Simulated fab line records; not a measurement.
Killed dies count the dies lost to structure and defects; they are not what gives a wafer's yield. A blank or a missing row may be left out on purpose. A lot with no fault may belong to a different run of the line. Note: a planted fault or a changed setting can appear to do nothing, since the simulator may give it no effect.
fab line records	flow sky130
[record] lots = 11	wafers = 33	last-day = 48
route steps=708 shown VIA3@589 CAP2M@606 METAL4@632 VIA4@652 PAD_OPEN@708
lots with no fault: from the same line, run without faults
start-h: the number of hours between the record's first day and the start of the first shown wafer of the lot	wait-h: hours elapsed since this lot's preceding step	" identical to the entry in the row above	L1.1+2: a single row standing in for several wafers	- value missing, or start not given	* or withheld: withheld	< > ~ a bound
route shown NAME@n: NAME is a module with steps in the file, n the number in the route of the first one	usual: average and standard deviation across the fault-free wafers	same: alike in all rows	chamber/n: place in a boat	sites: readings site by site	_std_site: how widely they spread, as a standard deviation	_edge_site: mean of outer sites minus mean of inner sites	radius-mm: how far each site lies from the wafer's centre	mask NAME#n: copy n	behind: tool/chamber where the wafer was last shaped	hold: what put the lot on hold/how long, in hours/how the hold closed	device: the n, p or np transistor that did not switch	end of line: the same wafers' tests at the end of the route	where a step has no rows: the recipe by itself	killed: at the first sort, the dies lost to defects and structure; wafer yield is something else	map: per-die view of a wafer (x killed, . not killed, _ where there is no die)
set.NAME: setting as actually run; set.NAME@STEP: the setting as run at that earlier step	model.NAME: the simulator's own value behind a step, which no gauge read
steps of the route over a sample of lots; a table a step, a row a wafer
services: the hour from which a tool's chamber was out of use, counted from the record's first day as start-h (under 0 if before that day), plus the number of hours and why
[[steps]]
[step SKY_VIA3_STRIP_16]
[recipe] chemistry = O2/N2	power-w = 1400	pressure-mtorr = 1500	platen-temp-c = withheld	o2-flow-sccm = 3000	n2-flow-sccm = 300	overash-fraction = 0.5
[usual] drypump-motor-current-A = 5.86/0.19	oes-product-au = 0.403/0.0048	strip-time-to-endpoint-s = 4.138/0.029
lot.wafer	tool	chamber	start-h	wait-h	drypump-motor-current-A	oes-product-au	rf-hours-counter-h	strip-time-to-endpoint-s
L722.1	plasma-asher-02	0	925.72	0.0	5.69	0.393	18	4.114
L722.3	"	0	"	"	5.67	0.408	-	4.171
L722.5	"	1	"	"	5.89	0.399	-	4.149
L724.2	plasma-asher-03	0	934.63	0.0	5.61	0.398	116	4.162
L724.5	"	1	"	"	6.24	0.404	-	4.134
L724.6	"	0	"	"	5.63	0.400	-	4.163
L725.1	plasma-asher-02	1	940.11	0.0	5.88	0.406	19	4.145
L725.4	"	0	"	"	5.69	0.402	-	4.118
L725.5	"	0	"	"	5.69	0.398	-	4.155
L727.2	plasma-asher-02	0	960.42	0.0	5.69	0.405	21	4.108
L727.5	"	0	"	"	5.71	0.408	-	4.097
L727.6	"	1	"	"	5.90	0.409	-	4.172
L728.2	plasma-asher-02	0	964.82	0.0	5.71	0.403	22	4.110
L728.3	"	1	"	"	5.88	0.403	-	4.132
L728.5	"	1	"	"	5.90	0.401	-	4.119
L730.2	plasma-asher-04	1	979.58	0.0	5.93	0.404	85	4.103
L730.3	"	0	"	"	5.93	0.399	-	4.097
L730.5	"	0	"	"	5.94	0.404	-	4.112
L731.1	plasma-asher-03	1	989.21	0.0	6.25	0.405	122	4.151
L731.2	"	0	"	"	5.62	0.394	122	4.133
L731.4	"	0	"	"	5.61	0.400	-	4.125
L733.1	plasma-asher-03	0	1007.22	0.0	5.62	0.409	124	4.102
L733.2	"	1	"	"	6.25	0.397	124	4.125
L733.3	"	1	"	"	6.25	0.403	-	4.112
L734.3	plasma-asher-03	0	1009.25	0.1	5.59	0.405	-	4.108
L734.5	"	0	"	"	5.62	0.400	-	4.087
L734.6	"	1	"	"	6.25	0.392	-	4.113
L735.2	plasma-asher-02	1	1015.47	0.0	5.90	0.405	27	4.167
L735.3	"	1	"	"	5.93	0.403	-	4.123
L735.5	"	1	"	"	5.91	0.394	-	4.176
L738.2	plasma-asher-02	0	1033.37	0.0	5.66	0.403	29	4.157
L738.3	"	0	"	"	5.68	0.404	-	4.169
L738.5	"	0	"	"	5.67	0.399	-	4.139
[step SKY_CAP2M_RS_MEAS_03]
[recipe] thk-meas-gauge = four-point-probe	reads = TiN_of_CAP2M_SPUTTER_02
[usual] CAP2M_TIN_RS = 6.86/0.067
lot.wafer	tool	chamber	start-h	wait-h	CAP2M_TIN_RS[ohm/sq]
L722.1	film-metro-04	-	927.33	0.1	6.81
L722.3	"	-	"	"	6.87
L722.5	"	-	"	"	6.96
L724.2	film-metro-04	-	936.33	0.1	6.92
L724.5	"	-	"	"	6.88
L724.6	"	-	"	"	6.91
L725.1	film-metro-04	-	941.74	0.1	6.76
L725.4	"	-	"	"	6.73
L725.5	"	-	"	"	6.75
L727.2	film-metro-01	-	962.09	0.1	6.82
L727.5	"	-	"	"	6.83
L727.6	"	-	"	"	6.87
L728.2	film-metro-03	-	966.48	0.1	6.76
L728.3	"	-	"	"	6.71
L728.5	"	-	"	"	6.80
L730.2	film-metro-04	-	981.25	0.1	6.82
L730.3	"	-	"	"	6.82
L730.5	"	-	"	"	6.87
L731.1	film-metro-03	-	990.89	0.1	6.91
L731.2	"	-	"	"	6.91
L731.4	"	-	"	"	6.88
L733.1	film-metro-04	-	1008.93	0.1	6.86
L733.2	"	-	"	"	6.91
L733.3	"	-	"	"	6.91
L734.3	film-metro-03	-	1010.93	0.1	6.87
L734.5	"	-	"	"	6.82
L734.6	"	-	"	"	6.85
L735.2	film-metro-01	-	1017.10	0.1	6.97
L735.3	"	-	"	"	6.94
L735.5	"	-	"	"	6.95
L738.2	film-metro-03	-	1035.25	0.1	6.75
L738.3	"	-	"	"	6.74
L738.5	"	-	"	"	6.84
[step SKY_METAL4_ETCH_16]
[recipe] chemistry = N2/H2	target = BARC	ion-energy-ev = 200	bias-w = 100	pressure-mtorr = 30	n2-flow-sccm = 100	h2-flow-sccm = 200	icp-w = 500	stop-on = SiO2	time-s = 88.2	target-depth-a = 600
[usual] drypump-motor-current-A = 5.66/0.27	oes-product-au = 0.626/0.0047	run-length-s = 116.7/0.41	throttle-valve-pct = 13.206/0.0098
lot.wafer	tool	chamber	start-h	wait-h	drypump-motor-current-A	oes-product-au	rf-hours-counter-h	run-length-s	throttle-valve-pct
L722.1	rie-metal-01	0	976.95	0.0	5.46	0.623	13	116.5	13.208
L722.3	"	1	"	"	5.70	0.629	-	117.3	13.206
L722.5	"	1	"	"	5.68	0.624	-	117.6	13.223
L724.2	rie-metal-01	0	985.80	0.1	5.48	0.629	-	116.8	13.193
L724.5	"	0	"	"	5.46	0.625	-	116.6	13.214
L724.6	"	0	"	"	5.48	0.630	-	116.6	13.197
L725.1	rie-metal-03	0	990.50	0.0	5.89	0.626	9	116.4	13.199
L725.4	"	1	"	"	5.84	0.627	-	116.6	13.210
L725.5	"	0	"	"	5.89	0.628	-	116.3	13.210
L727.2	rie-metal-01	1	1009.86	0.0	5.67	0.625	18	117.5	13.201
L727.5	"	0	"	"	5.47	0.625	-	117.0	13.202
L727.6	"	1	"	"	5.67	0.626	-	117.0	13.222
L728.2	rie-metal-03	0	1013.75	0.0	5.87	0.625	10	116.4	13.218
L728.3	"	1	"	"	5.87	0.621	-	116.9	13.212
L728.5	"	1	"	"	5.83	0.629	-	116.6	13.216
L730.2	rie-metal-03	1	1028.60	0.0	5.81	0.630	20	117.2	13.210
L730.3	"	1	"	"	5.80	0.628	-	116.9	13.224
L730.5	"	0	"	"	5.90	0.632	-	116.2	13.192
L731.1	rie-metal-03	1	1037.65	0.0	5.83	0.629	21	116.6	13.197
L731.2	"	0	"	"	5.87	0.629	11	116.5	13.215
L731.4	"	1	"	"	5.88	0.633	-	117.1	13.219
L733.1	rie-metal-01	1	1055.40	0.0	5.70	0.622	20	117.2	13.198
L733.2	"	0	"	"	5.49	0.630	19	116.4	13.219
L733.3	"	1	"	"	5.68	0.623	-	117.3	13.194
L734.3	rie-metal-01	0	1057.58	0.0	5.47	0.633	-	116.4	13.232
L734.5	"	1	"	"	5.74	0.630	-	117.4	13.200
L734.6	"	0	"	"	5.46	0.627	-	116.9	13.204
L735.2	rie-metal-01	0	1062.30	0.0	5.47	0.730	20	100.5	13.215
L735.3	"	1	"	"	5.68	0.738	-	101.2	13.210
L735.5	"	0	"	"	5.47	0.736	-	100.1	13.212
L738.2	rie-metal-01	0	1079.28	0.1	5.46	0.731	-	100.1	13.208
L738.3	"	0	"	"	5.45	0.732	-	100.4	13.212
L738.5	"	0	"	"	5.48	0.726	-	100.4	13.218
[step SKY_VIA4_STRIP_13]
[recipe] chemistry = O2/N2	power-w = 1400	pressure-mtorr = 1500	platen-temp-c = withheld	o2-flow-sccm = 3000	n2-flow-sccm = 300	overash-fraction = 0.5
[usual] drypump-motor-current-A = 5.77/0.12	oes-product-au = 0.710/0.0048	strip-time-to-endpoint-s = 12.800/0.027
lot.wafer	tool	chamber	start-h	wait-h	drypump-motor-current-A	oes-product-au	rf-hours-counter-h	strip-time-to-endpoint-s
L722.1	plasma-asher-01	1	1001.70	-	5.77	0.708	53	12.774
L722.3	"	1	"	"	5.76	0.705	-	12.783
L722.5	"	0	"	"	5.65	0.716	-	12.813
L724.2	plasma-asher-01	1	1010.56	-	5.75	0.710	55	12.796
L724.5	"	0	"	"	5.61	0.718	-	12.800
L724.6	"	1	"	"	5.78	0.708	-	12.834
L725.1	plasma-asher-01	0	1014.88	-	5.62	0.713	55	12.784
L725.4	"	0	"	"	5.66	0.704	-	12.770
L725.5	"	1	"	"	5.73	0.703	-	12.778
L727.2	plasma-asher-01	1	1033.70	-	5.73	0.703	57	12.801
L727.5	"	0	"	"	5.63	0.707	-	12.790
L727.6	"	1	"	"	5.69	0.721	-	12.821
L728.2	plasma-asher-01	1	1037.03	-	5.76	0.704	57	12.770
L728.3	"	1	"	"	5.75	0.698	-	12.765
L728.5	"	0	"	"	5.62	0.707	-	12.852
L730.2	plasma-asher-01	1	1052.90	-	5.73	0.711	59	12.846
L730.3	"	0	"	"	5.61	0.709	-	12.790
L730.5	"	1	"	"	5.74	0.714	-	12.796
L731.1	plasma-asher-02	1	1060.68	-	5.89	0.707	32	12.816
L731.2	"	0	"	"	5.67	0.711	32	12.842
L731.4	"	0	"	"	5.69	0.703	-	12.821
L733.1	plasma-asher-01	0	1078.11	-	5.62	0.713	62	12.834
L733.2	"	1	"	"	5.73	0.707	62	12.784
L733.3	"	0	"	"	5.65	0.712	-	12.756
L734.3	plasma-asher-04	0	1081.09	-	5.91	0.714	-	12.801
L734.5	"	0	"	"	5.94	0.705	-	12.838
L734.6	"	1	"	"	5.92	0.706	-	12.838
L735.2	plasma-asher-01	1	1084.55	-	5.75	0.708	62	12.785
L735.3	"	1	"	"	5.76	0.715	-	12.805
L735.5	"	1	"	"	5.74	0.710	-	12.815
L738.2	plasma-asher-02	0	1100.75	-	5.70	0.708	36	12.768
L738.3	"	0	"	"	5.69	0.705	-	12.874
L738.5	"	1	"	"	5.89	0.712	-	12.849
[step SKY_PAD_OPEN_PROBE_99]
[usual] defect-limited-yield = 82.5/2.1	killed_at_M0_to_M3 = 43/7.7	killed_at_M4_up = 2.9/1.9	killed-at-contacts = 24/5.9	killed-at-front-end = 16/5.1	killed-at-other = 0.3/0.63	killed-dies = 86/10	killed-open = 47/7.6	killed-short = 39/6.8	sort_bin_3_pad_short = 0.8/0.44	sort_bin_5_function = 10.4/1.6	sort_bin_6_memory = 6.3/1.1	sort-n-pass = 406/10	sort-yield-pct = 82.5/2.1
[same] gross-dies = 492	killed-at-back-side = 0	sort_bin_4_leakage[%] = 0	sort_bin_8_speed[%] = 0
lot.wafer	tool	chamber	start-h	wait-h	defect-limited-yield[%]	killed_at_M0_to_M3	killed_at_M4_up	killed-at-contacts	killed-at-front-end	killed-at-other	killed-dies	killed-open	killed-short	sort_bin_3_pad_short[%]	sort_bin_5_function[%]	sort_bin_6_memory[%]	sort-n-pass	sort-yield-pct[%]
L722.1	prober-02	-	1073.20	0.1	81.3	53	2	18	19	0	92	47	45	0.6	13.2	4.9	400	81.3
L722.3	prober-02	-	1073.30	0.2	82.9	42	4	22	16	0	84	51	32	1.2	8.9	6.9	408	82.9
L722.5	prober-02	-	1073.40	0.2	83.3	35	2	18	27	0	82	40	42	0.6	10.0	6.1	410	83.3
L724.2	prober-01	-	1083.72	0.1	78.0	69	2	19	18	0	108	56	52	1.0	12.4	8.5	384	78.0
L724.5	prober-01	-	1083.87	0.2	78.9	42	4	35	22	1	104	64	40	0.8	11.8	8.5	388	78.9
L724.6	prober-01	-	1083.92	0.2	83.3	43	2	25	12	0	82	48	34	0.8	8.7	7.1	410	83.3
L727.2	prober-02	-	1103.24	0.1	81.7	54	2	22	12	0	90	59	31	0.6	12.4	5.3	402	81.7
L727.5	prober-02	-	1103.39	0.2	82.3	50	0	18	16	3	87	48	37	0.8	9.8	7.1	405	82.3
L727.6	prober-02	-	1103.44	0.2	81.9	51	3	17	18	0	89	50	38	0.4	11.0	6.7	403	81.9
L735.2	prober-02	-	1147.81	0.1	78.0	59	4	34	11	0	108	64	44	0.8	13.2	7.9	384	78.0
L735.3	prober-02	-	1147.86	0.2	81.5	46	5	28	11	1	91	50	41	1.0	10.0	7.5	401	81.5
L735.5	prober-02	-	1147.96	0.2	81.9	44	5	22	18	0	89	42	46	0.4	10.4	7.3	403	81.9
L738.2	prober-01	-	1161.94	0.1	82.7	40	3	26	16	0	85	43	42	1.4	10.8	5.1	407	82.7
L738.3	prober-01	-	1161.99	0.2	79.5	42	5	35	19	0	101	54	47	0.8	13.4	6.3	391	79.5
L738.5	prober-01	-	1162.09	0.2	85.0	38	3	15	18	0	74	35	39	1.0	7.3	6.7	418	85.0
// killed by level:class
L722.1 CONTACT:geometric-particle:open=9 VIA2:geometric-particle:open=9 METAL1:geometric-particle:short=8 METAL2:geometric-particle:short=8 POLY_GATE:geometric-particle:open=7 VIA1:geometric-particle:short=7 POLY_GATE:geometric-particle:short=6 VIA3:geometric-particle:open=6
L722.3 VIA1:geometric-particle:open=12 CONTACT:geometric-particle:open=9 LI_CONTACT:geometric-particle:open=8 POLY_GATE:geometric-particle:short=6 POLY_GATE:geometric-particle:open=6 VIA2:geometric-particle:open=6 VIA3:geometric-particle:open=6 METAL3:geometric-particle:short=4
L722.5 POLY_GATE:geometric-particle:short=10 VIA2:geometric-particle:open=7 CONTACT:geometric-particle:open=6 VIA3:geometric-particle:open=6 FIELD_ISO:geometric-particle:short=5 VIA1:geometric-particle:open=5 LI_CONTACT:geometric-particle:open=4 LOCAL_INTERCONNECT:geometric-particle:short=4
L724.2 METAL1:geometric-particle:short=15 VIA1:geometric-particle:open=10 VIA2:geometric-particle:open=9 LI_CONTACT:geometric-particle:open=8 VIA1:geometric-particle:short=8 CONTACT:geometric-particle:open=7 FIELD_ISO:geometric-particle:open=6 VIA3:geometric-particle:short=6
L724.5 CONTACT:geometric-particle:open=14 LI_CONTACT:geometric-particle:open=12 VIA1:geometric-particle:open=10 FIELD_ISO:geometric-particle:short=7 VIA2:geometric-particle:open=7 POLY_GATE:geometric-particle:open=6 METAL1:geometric-particle:short=6 VIA1:geometric-particle:short=5
L724.6 VIA1:geometric-particle:open=13 VIA3:geometric-particle:open=9 CONTACT:geometric-particle:open=8 LI_CONTACT:geometric-particle:open=7 CONTACT:geometric-particle:short=5 LOCAL_INTERCONNECT:geometric-particle:short=4 VIA3:geometric-particle:short=4 METAL1:geometric-particle:short=3
L727.2 VIA1:geometric-particle:open=17 CONTACT:geometric-particle:open=12 VIA3:geometric-particle:open=10 LI_CONTACT:geometric-particle:open=6 METAL2:geometric-particle:short=5 VIA2:geometric-particle:open=5 FIELD_ISO:geometric-particle:open=3 METAL1:geometric-particle:short=3
L727.5 VIA3:geometric-particle:open=12 VIA1:geometric-particle:open=10 CONTACT:geometric-particle:short=6 METAL1:geometric-particle:short=6 FIELD_ISO:geometric-particle:short=5 LI_CONTACT:geometric-particle:open=5 CONTACT:geometric-particle:open=5 VIA1:geometric-particle:short=5
L727.6 VIA1:geometric-particle:open=18 VIA2:geometric-particle:open=7 FIELD_ISO:geometric-particle:open=6 LI_CONTACT:geometric-particle:open=6 VIA3:geometric-particle:short=6 VIA1:geometric-particle:short=6 FIELD_ISO:geometric-particle:short=4 CONTACT:geometric-particle:short=4
L735.2 VIA1:geometric-particle:open=13 LI_CONTACT:geometric-particle:open=13 CONTACT:geometric-particle:open=11 VIA1:geometric-particle:short=11 VIA3:geometric-particle:open=9 METAL2:geometric-particle:short=7 CONTACT:geometric-particle:short=5 FIELD_ISO:geometric-particle:open=4
L735.3 VIA1:geometric-particle:open=15 CONTACT:geometric-particle:open=11 LI_CONTACT:geometric-particle:open=8 METAL1:geometric-particle:short=6 VIA1:geometric-particle:short=6 FIELD_ISO:geometric-particle:short=5 VIA2:geometric-particle:open=5 VIA3:geometric-particle:open=5
L735.5 METAL1:geometric-particle:short=13 VIA1:geometric-particle:open=8 CONTACT:geometric-particle:open=8 VIA3:geometric-particle:open=6 LI_CONTACT:geometric-particle:open=5 FIELD_ISO:geometric-particle:open=4 FIELD_ISO:geometric-particle:short=4 POLY_GATE:geometric-particle:short=4
L738.2 LI_CONTACT:geometric-particle:open=12 METAL1:geometric-particle:short=7 VIA3:geometric-particle:short=6 POLY_GATE:geometric-particle:open=5 CONTACT:geometric-particle:short=5 LI_CONTACT:geometric-particle:short=4 CONTACT:geometric-particle:open=4 VIA1:geometric-particle:open=4
L738.3 CONTACT:geometric-particle:open=10 CONTACT:geometric-particle:short=9 VIA2:geometric-particle:open=9 POLY_GATE:geometric-particle:short=8 LI_CONTACT:geometric-particle:open=7 VIA1:geometric-particle:open=6 FIELD_ISO:geometric-particle:open=5 VIA1:geometric-particle:short=5
L738.5 LI_CONTACT:geometric-particle:open=7 VIA1:geometric-particle:short=6 VIA3:geometric-particle:open=6 POLY_GATE:geometric-particle:open=5 CONTACT:geometric-particle:open=5 METAL1:geometric-particle:short=5 METAL2:geometric-particle:short=5 VIA2:geometric-particle:open=4
[[services]]
tool	chamber	start-h	hours	kind
plasma-asher-04	-	908.12	2.8	pm
rie-metal-03	-	950.52	5.0	repair
plasma-asher-01	-	959.48	1.9	repair
rie-metal-01	1	981.71	21.0	repair
plasma-asher-04	-	1002.08	1.7	repair
plasma-asher-04	-	1003.76	15.6	pm
plasma-asher-03	-	1026.14	1.6	repair
plasma-asher-03	-	1027.72	2.8	pm
plasma-asher-03	-	1055.25	9.0	pm
plasma-asher-03	0	1055.25	9.0	vent-cycle
plasma-asher-03	1	1055.25	9.0	vent-cycle
plasma-asher-03	-	1059.56	2.2	repair
plasma-asher-03	0	1064.25	-	clean
plasma-asher-03	1	1064.25	-	clean
rie-metal-01	1	1073.48	10.3	repair
rie-metal-03	1	1077.51	-	clean
rie-metal-03	1	1077.51	18.6	scheduled-down
rie-metal-03	1	1077.51	18.6	vent-cycle
[[key]]
[first-sign] step = SKY_METAL4_ETCH_16	reading = run-length-s	direction = down	sigmas = 40	usual = *	struck = *
[effect] step = SKY_METAL4_ETCH_16	reading = oes-product-au	direction = up	sigmas = 23	usual = 0.626	struck = 0.732
met-at SKY_METAL4_ETCH_16
struck-lots L735,L738
not-acting-at SKY_VIA3_STRIP_16,SKY_CAP2M_RS_MEAS_03,SKY_VIA4_STRIP_13
onset-between 1057.58 1062.30
[fault] kind = process-parameter-drift	tool = rie-metal-01	chamber = -	onset-h = 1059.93	steps = SKY_METAL4_ETCH_16	channel = time-s	offset = *	shape = step	end-h = 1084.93	acts-in = *	stated = *
